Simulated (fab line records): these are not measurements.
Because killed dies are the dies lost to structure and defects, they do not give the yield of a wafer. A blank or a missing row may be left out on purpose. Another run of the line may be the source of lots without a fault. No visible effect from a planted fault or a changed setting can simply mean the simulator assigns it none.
fab line records    flow sky130
[record] lots = 14  wafers = 42  lastDay = 50
route steps=708 shown VIA3@586 CAP2M@605 METAL4@635
lots untouched by any fault: they come from a run of this same line in which no faults occurred
startH: start of the lot's first displayed wafer, in hours after the record's first day    waitH: how many hours have passed since the lot's step before this one    " identical to the entry in the row above    L1.1+2: a single row standing in for several wafers    - no value present, or no start provided    * or withheld: withheld    < > ~ a bound
route shown NAME@n: NAME is a module with steps in the file, n the number in the route of the first one    usual: the fault-free wafers' mean and standard deviation    same: alike in all rows    chamber/n: place in a boat    sites: per-site readings    _std_site: the values' standard deviation    _edge_site: outer sites' mean less inner sites'    radiusMm: how far each site lies from the wafer's centre    mask NAME#n: copy n    behind: the last tool/chamber to shape the wafer    hold: the reason the lot was held/the length of the hold in hours/how it ended    device: the transistor (n, p or np) that didn't switch    end of line: tests run on the same wafers once the route is complete    where a step has no rows: the recipe by itself    killed: dies that structure and defects cost at the first sort, which is not the same as the wafer's yield    map: per-die view of a wafer (x killed, . not killed, _ where there is no die)
set.NAME: setting as actually run; set.NAME@STEP: the setting as run at that earlier step    model.NAME: the simulator's own value behind a step, which no gauge read
a sample of lots followed through the steps of the route, with each step as a table and each wafer as a row
services: the hour from which a tool's chamber was out of use, counted from the record's first day as startH (under 0 if before that day), plus the number of hours and why
[[steps]]
[step SKY_VIA3_OVL_MEAS_13]
[usual] VIA3_OVL = -1/6.4
lot.wafer  tool        chamber  startH   waitH  VIA3_OVL[nm]
L516.1     overlay-02  -        947.16   0.1    1
L516.2     "           -        "        "      5
L516.3     "           -        "        "      0
L518.2     overlay-02  -        958.18   0.1    -2
L518.3     "           -        "        "      -8
L518.6     "           -        "        "      5
L521.1     overlay-01  -        981.59   0.1    -4
L521.3     "           -        "        "      1
L521.6     "           -        "        "      -2
L524.1     overlay-01  -        998.56   0.1    10
L524.2     "           -        "        "      2
L524.6     "           -        "        "      2
L525.1     overlay-01  -        1010.29  0.1    8
L525.3     "           -        "        "      4
L525.5     "           -        "        "      12
L526.3     overlay-02  -        1012.69  0.1    -6
L526.5     "           -        "        "      -7
L526.6     "           -        "        "      -1
L527.1     overlay-02  -        1029.11  0.1    -7
L527.2     "           -        "        "      -16
L527.3     "           -        "        "      -13
L528.2     overlay-02  -        1032.21  0.1    0
L528.4     "           -        "        "      0
L528.6     "           -        "        "      5
L530.1     overlay-01  -        1052.39  0.1    -1
L530.2     "           -        "        "      1
L530.5     "           -        "        "      2
L532.1     overlay-01  -        1054.64  0.1    2
L532.4     "           -        "        "      3
L532.5     "           -        "        "      7
L533.1     overlay-02  -        1059.12  0.1    -15
L533.4     "           -        "        "      -10
L533.6     "           -        "        "      -12
L534.1     overlay-02  -        1081.34  0.1    4
L534.4     "           -        "        "      2
L534.5     "           -        "        "      -10
L536.1     overlay-01  -        1082.94  0.1    7
L536.3     "           -        "        "      4
L536.5     "           -        "        "      3
L535.3     overlay-01  -        1086.93  0.1    1
L535.4     "           -        "        "      0
L535.5     "           -        "        "      0
[step SKY_VIA3_SPUTTER_20]
[recipe] material = TiN  targetThkNm = 20  chamberPressurePa = 5  powerW = 4000  timeS = 80
[usual] throttleValvePct = 29.9/1.4
lot.wafer  tool           chamber  startH   waitH  throttleValvePct
L516.1     pvdSputter-01  -        947.89   0.0    29.6
L516.2     "              -        "        "      29.8
L516.3     "              -        "        "      29.0
L518.2     pvdSputter-02  -        959.04   0.0    30.8
L518.3     "              -        "        "      29.8
L518.6     "              -        "        "      29.5
L521.1     pvdSputter-01  -        982.36   0.0    31.7
L521.3     "              -        "        "      30.1
L521.6     "              -        "        "      31.5
L524.1     pvdSputter-03  -        999.32   0.0    30.5
L524.2     "              -        "        "      33.3
L524.6     "              -        "        "      30.8
L525.1     pvdSputter-03  -        1011.04  0.0    32.8
L525.3     "              -        "        "      28.6
L525.5     "              -        "        "      28.3
L526.3     pvdSputter-03  -        1013.43  0.0    32.9
L526.5     "              -        "        "      28.1
L526.6     "              -        "        "      32.8
L527.1     pvdSputter-02  -        1029.88  0.0    29.5
L527.2     "              -        "        "      30.0
L527.3     "              -        "        "      30.9
L528.2     pvdSputter-03  -        1032.94  0.0    30.6
L528.4     "              -        "        "      33.1
L528.6     "              -        "        "      30.6
L530.1     pvdSputter-02  -        1053.30  0.0    30.6
L530.2     "              -        "        "      28.4
L530.5     "              -        "        "      29.3
L532.1     pvdSputter-02  -        1055.39  0.0    29.7
L532.4     "              -        "        "      29.6
L532.5     "              -        "        "      29.6
L533.1     pvdSputter-02  -        1060.32  0.0    30.9
L533.4     "              -        "        "      30.0
L533.6     "              -        "        "      31.0
L534.1     pvdSputter-01  -        1082.52  0.0    29.7
L534.4     "              -        "        "      30.0
L534.5     "              -        "        "      29.7
L536.1     pvdSputter-03  -        1084.22  0.0    30.3
L536.3     "              -        "        "      33.2
L536.5     "              -        "        "      28.1
L535.3     pvdSputter-02  -        1087.69  0.0    30.9
L535.4     "              -        "        "      29.3
L535.5     "              -        "        "      30.7
[step SKY_CAP2M_SPUTTER_02]
[recipe] material = TiN  targetThkNm = 200  tempC = 300  powerW = 6500  timeS = 166.7  chamberPressurePa = 0.4
[usual] susceptorTempC = 300.00/0.2  throttleValvePct = 30.0/1.4
lot.wafer  tool           chamber  startH   waitH  susceptorTempC  throttleValvePct
L516.1     pvdSputter-04  -        948.79   0.1    300.17          30.2
L516.2     "              -        "        "      299.98          29.5
L516.3     "              -        "        "      300.07          30.7
L518.2     pvdSputter-03  -        960.00   0.0    300.12          33.0
L518.3     "              -        "        "      299.96          28.4
L518.6     "              -        "        "      300.43          33.1
L521.1     pvdSputter-01  -        983.26   0.1    299.81          29.4
L521.3     "              -        "        "      299.88          31.2
L521.6     "              -        "        "      300.06          29.0
L524.1     pvdSputter-01  -        1000.23  0.1    299.86          31.4
L524.2     "              -        "        "      300.11          29.7
L524.6     "              -        "        "      299.84          31.3
L525.1     pvdSputter-01  -        1012.49  0.1    299.84          28.8
L525.3     "              -        "        "      299.92          29.9
L525.5     "              -        "        "      300.03          31.4
L526.3     pvdSputter-04  -        1014.33  0.0    299.86          30.0
L526.5     "              -        "        "      300.09          29.8
L526.6     "              -        "        "      299.86          30.4
L527.1     pvdSputter-03  -        1030.90  0.1    300.43          28.3
L527.2     "              -        "        "      299.97          33.2
L527.3     "              -        "        "      300.26          30.3
L528.2     pvdSputter-01  -        1033.90  0.0    299.87          29.1
L528.4     "              -        "        "      299.86          29.1
L528.6     "              -        "        "      300.08          29.8
L530.1     pvdSputter-03  -        1054.20  0.1    300.14          30.9
L530.2     "              -        "        "      299.84          28.2
L530.5     "              -        "        "      300.30          33.2
L532.1     pvdSputter-03  -        1056.29  0.1    299.84          28.4
L532.4     "              -        "        "      300.01          33.2
L532.5     "              -        "        "      300.27          28.5
L533.1     pvdSputter-03  -        1061.22  0.1    300.19          33.2
L533.4     "              -        "        "      299.81          28.7
L533.6     "              -        "        "      299.91          28.2
L534.1     pvdSputter-03  -        1083.60  0.1    300.11          28.3
L534.4     "              -        "        "      299.93          28.2
L534.5     "              -        "        "      299.91          28.5
L536.1     pvdSputter-03  -        1085.12  0.1    300.09          28.3
L536.3     "              -        "        "      299.90          28.3
L536.5     "              -        "        "      300.19          28.6
L535.3     pvdSputter-04  -        1088.59  0.0    299.98          30.2
L535.4     "              -        "        "      299.89          29.7
L535.5     "              -        "        "      300.02          30.5
[step SKY_METAL4_STRIP_19]
[recipe] chemistry = O2/N2  powerW = 1400  pressureMtorr = 1500  platenTempC = withheld  o2FlowSccm = 3000  n2FlowSccm = 300  overashFraction = 0.5
[usual] chamberPressureMTorr = 1500.0/1.4  drypumpMotorCurrentA = 5.8/0.51  n2FlowSccm = 299.9/0.79  oesProductAu = 0.502/0.0046  overashFraction = 0.5/0  stripTimeToEndpointS = 6.55/0.048
lot.wafer  tool            chamber  startH   waitH  chamberPressureMTorr  drypumpMotorCurrentA  n2FlowSccm  oesProductAu  overashFraction  rfHoursCounterH  stripTimeToEndpointS
L516.1     plasmaAsher-04  0        997.60   0.1    1500.7                6.1                   299.7       0.504         0.5              57               6.59
L516.2     "               1        "        "      1501.7                5.1                   299.8       0.505         0.5              57               6.57
L516.3     "               0        "        "      1499.8                6.1                   299.9       0.494         0.5              -                6.53
L518.2     plasmaAsher-04  1        1008.88  0.1    1499.6                5.1                   299.3       0.503         0.5              59               6.62
L518.3     "               1        "        "      1498.7                5.1                   300.5       0.515         0.5              -                6.62
L518.6     "               1        "        "      1500.0                5.1                   299.6       0.502         0.5              -                6.52
L521.1     plasmaAsher-04  1        1031.06  0.3    1501.0                5.1                   301.3       0.492         0.5              61               6.51
L521.3     "               0        "        "      1499.4                6.1                   300.8       0.497         0.5              -                6.49
L521.6     "               1        "        "      1498.1                5.1                   300.7       0.501         0.5              -                6.56
L524.1     plasmaAsher-01  1        1045.65  0.1    1501.3                6.4                   300.0       0.497         0.5              96               6.46
L524.2     "               0        "        "      1499.6                5.5                   300.8       0.501         0.5              96               6.56
L524.6     "               0        "        "      1500.6                5.5                   301.9       0.506         0.5              -                6.60
L525.1     plasmaAsher-01  1        1058.30  0.1    -                     -                     -           -             -                -                -
L525.3     "               0        "        "      -                     -                     -           -             -                -                -
L525.5     "               1        "        "      -                     -                     -           -             -                -                -
L526.3     plasmaAsher-01  0        1060.26  0.1    -                     -                     -           -             -                -                -
L526.5     "               0        "        "      -                     -                     -           -             -                -                -
L526.6     "               1        "        "      -                     -                     -           -             -                -                -
L527.1     plasmaAsher-03  0        1075.95  0.1    1500.4                5.5                   299.9       0.503         0.5              1                6.52
L527.2     "               1        "        "      1498.0                6.5                   299.4       0.508         0.5              1                6.60
L527.3     "               0        "        "      1501.7                5.5                   299.3       0.500         0.5              -                6.54
L528.2     plasmaAsher-03  1        1078.36  0.1    1500.3                6.5                   298.8       0.503         0.5              1                6.61
L528.4     "               0        "        "      1502.7                5.5                   299.6       0.507         0.5              -                6.61
L528.6     "               1        "        "      1498.7                6.5                   300.7       0.504         0.5              -                6.51
L530.1     plasmaAsher-04  0        1097.89  0.3    1497.9                6.2                   300.6       0.501         0.5              67               6.52
L530.2     "               1        "        "      1497.9                5.1                   298.5       0.506         0.5              67               6.50
L530.5     "               0        "        "      1497.9                6.2                   301.3       0.500         0.5              -                6.56
L532.1     plasmaAsher-03  1        1098.82  0.1    1498.7                6.5                   299.1       0.501         0.5              3                6.53
L532.4     "               1        "        "      1499.7                6.5                   300.1       0.501         0.5              -                6.54
L532.5     "               0        "        "      1501.5                5.5                   301.3       0.494         0.5              -                6.47
L533.1     plasmaAsher-01  0        1104.06  0.3    1500.9                5.5                   300.1       0.502         0.5              102              6.56
L533.4     "               1        "        "      1499.6                6.4                   302.2       0.498         0.5              -                6.60
L533.6     "               1        "        "      1498.0                6.4                   300.5       0.505         0.5              -                6.61
L534.1     plasmaAsher-01  0        1124.21  0.1    1500.0                5.5                   299.7       0.496         0.5              104              6.52
L534.4     "               0        "        "      1499.4                5.5                   299.8       0.504         0.5              -                6.60
L534.5     "               0        "        "      1497.7                5.5                   300.0       0.514         0.5              -                6.57
L536.1     plasmaAsher-04  1        1124.90  0.1    1498.2                5.2                   300.0       0.500         0.5              69               6.55
L536.3     "               0        "        "      1497.0                6.2                   300.2       0.505         0.5              -                6.55
L536.5     "               1        "        "      1499.4                5.2                   299.1       0.498         0.5              -                6.58
L535.3     plasmaAsher-03  1        1129.04  0.1    1497.7                6.5                   299.4       0.509         0.5              -                6.46
L535.4     "               0        "        "      1502.6                5.5                   300.7       0.504         0.5              -                6.52
L535.5     "               1        "        "      1502.6                6.4                   299.7       0.504         0.5              -                6.49
[[services]]
tool            chamber  startH   hours  kind
pvdSputter-04   -        950.55   2.1    repair
plasmaAsher-01  -        958.02   2.6    repair
plasmaAsher-01  -        963.67   7.7    repair
plasmaAsher-03  -        983.04   53.2   repair
pvdSputter-03   -        994.27   2.5    repair
pvdSputter-02   -        1037.95  4.3    repair
pvdSputter-02   -        1047.86  3.3    repair
plasmaAsher-04  -        1050.20  9.9    repair
plasmaAsher-03  -        1055.34  9.0    pm
plasmaAsher-03  0        1055.34  9.0    ventCycle
plasmaAsher-03  1        1055.34  9.0    ventCycle
plasmaAsher-03  0        1064.34  -      clean
plasmaAsher-03  1        1064.34  -      clean
pvdSputter-01   -        1069.94  6.5    repair
plasmaAsher-01  -        1077.41  6.6    repair
pvdSputter-04   -        1098.44  3.5    repair
plasmaAsher-04  -        1103.48  9.0    pm
pvdSputter-01   -        1108.21  7.3    repair
pvdSputter-03   -        1109.31  2.0    repair
plasmaAsher-01  -        1110.15  3.0    repair
plasmaAsher-01  -        1115.45  2.8    pm
plasmaAsher-03  -        1117.62  0.8    repair
[[key]]
[firstSign] step = SKY_METAL4_STRIP_19  reading = toolRecord  direction = missing
effect none on later readings
metAt SKY_METAL4_STRIP_19
struckLots L525,L526
laterRowsLeftOut L525.1,L525.3,L525.5,L526.3,L526.5,L526.6
sortLeftOut L525.1,L525.3,L525.5,L526.3,L526.5,L526.6
notActingAt SKY_VIA3_OVL_MEAS_13,SKY_VIA3_SPUTTER_20,SKY_CAP2M_SPUTTER_02
onsetBetween 1045.65 1058.30
[fault] kind = skippedStepWhole  tool = plasmaAsher-01  chamber = -  onsetH = 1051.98  steps = SKY_METAL4_STRIP_19  scope = struckLotsOnly
// sortLeftOut: the simulated sort isn't trusted on such a fault, so these wafers' sort isn't shown, and their yield isn't known
// laterRowsLeftOut: the simulator's readings of these wafers behind a module that went badly wrong aren't trusted and aren't shown, but for the sort
